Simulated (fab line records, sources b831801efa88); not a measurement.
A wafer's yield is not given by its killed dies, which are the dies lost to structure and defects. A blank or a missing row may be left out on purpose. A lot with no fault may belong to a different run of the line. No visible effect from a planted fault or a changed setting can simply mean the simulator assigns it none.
Comparing a struck lot with a sound one ; flow gf180mcu ; 15 steps out of a route of 602
Sound: these wafers, L922.1, L922.3, L922.6. Wafers struck: L930.1, L930.5, L930.6. The cause is named last.
At each step with rows: each side's tool, then ch and its chambers, then its first start. Under that, the readings that differ: sound wafers ; struck wafers ; difference of the means ; sigmas: that difference in standard deviations of wafers without a fault.
alike: a reading whose means differ by less than 2 such deviations, as well as words and numbers matching on both sides. not compared: withheld readings; readings where some wafer has no value; bounds like >300 that might hide an equal value; numbers whose values overlap and for which the record gives no deviation.
The two part at a step that has a row with sigmas, a row that says differs or no value, or rows on one side only. Non-overlapping numbers with no deviation appear without sigmas and do not part them. Lack of a reading on every wafer of one side parts them only where that side has two or more wafers.

first, 2 steps without rows for these wafers: GF_V3_SPUTTER_22 (material TiN, target thk 10 nm, time 40 s); GF_V3_CVD_23 (deposits W, target thk 350 nm, time 104.9 s).
GF_V3_RS_MEAS_24: the measuring method here is four-point-probe.
  struck on filmMetro-01, day 26 20:49; sound on filmMetro-02, day 25 02:25
  alike: V3_W_RS
GF_V3_THK_MEAS_25: measures by xrf.
  struck on filmMetro-01, day 26 20:56; sound on filmMetro-02, day 25 02:32
  alike: V3_W_THK
GF_V3_CMP_26: polishes, stops on SiO2, t overpolish 15 s, target thk 0 nm.
  sound on cmp-02 ch 0,1, day 25 02:36; struck on cmp-02 ch 1,2, day 26 21:03
  alike: motorCurrentA, overpolishRunS, platenRpm, timeToEndpointS
GF_M4_SPUTTER_00: material Ti, target thk 37.5 nm, time 150 s.
  struck on pvdSputter-04, day 26 21:18; sound on pvdSputter-01, day 25 02:54
  alike: cathodeDcPowerW, throttleValvePct
then, 1 step without rows for these wafers: GF_M4_SPUTTER_01 (material TiN, target thk 30 nm, time 25 s).
GF_M4_SPUTTER_02: material AlCu, target thk 450 nm, time 23.9 s.
  struck on pvdSputter-04, day 26 21:26; sound on pvdSputter-01, day 25 03:02
  alike: cathodeDcPowerW, throttleValvePct
GF_M4_SPUTTER_03: material Ti, target thk 10 nm, time 6.7 s.
  struck on pvdSputter-04, day 26 21:28; sound on pvdSputter-01, day 25 03:04
  alike: cathodeDcPowerW, throttleValvePct
GF_M4_SPUTTER_04: material TiN, target thk 50 nm, time 41.7 s.
  struck on pvdSputter-04, day 26 21:29; sound on pvdSputter-01, day 25 03:05
  alike: cathodeDcPowerW, throttleValvePct
GF_M4_RS_MEAS_05: the measuring method here is four-point-probe.
  struck on filmMetro-02, day 26 21:31; sound on filmMetro-03, day 25 03:07
  alike: M4_ALCU_RS
GF_M4_THK_MEAS_06: measures by xrf.
  struck on filmMetro-02, day 26 21:38; sound on filmMetro-03, day 25 03:14
  alike: M4_ALCU_THK
GF_M4_DEHYDRATE_07: time 60 s.
  sound on lithoTrack-04 ch 0, day 25 13:31; struck on lithoTrack-02 ch 0, day 27 07:52
reading;sound;struck;difference;sigmas
heaterPowerTotalW (W);160.33 160.47 160.30;168.75 168.66 168.58;+8.30;+69
plateTempC (C);199.68 199.77 199.83;208.20 208.01 208.28;+8.40;+49
then, 1 step without rows for these wafers: GF_M4_HMDS_08 (prime time 60 s).
GF_PASSIVATION_PROBE_99:
  sound wafers here have rows in the record (prober-02, day 31 07:44); struck ones have none

== WHERE THEY PART ==
At GF_M4_DEHYDRATE_07 first; at GF_PASSIVATION_PROBE_99 last (within this record only).

WHY: what had been put in by the simulator
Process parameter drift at GF_M4_DEHYDRATE_07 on lithoTrack-02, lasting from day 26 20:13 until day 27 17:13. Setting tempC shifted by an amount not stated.
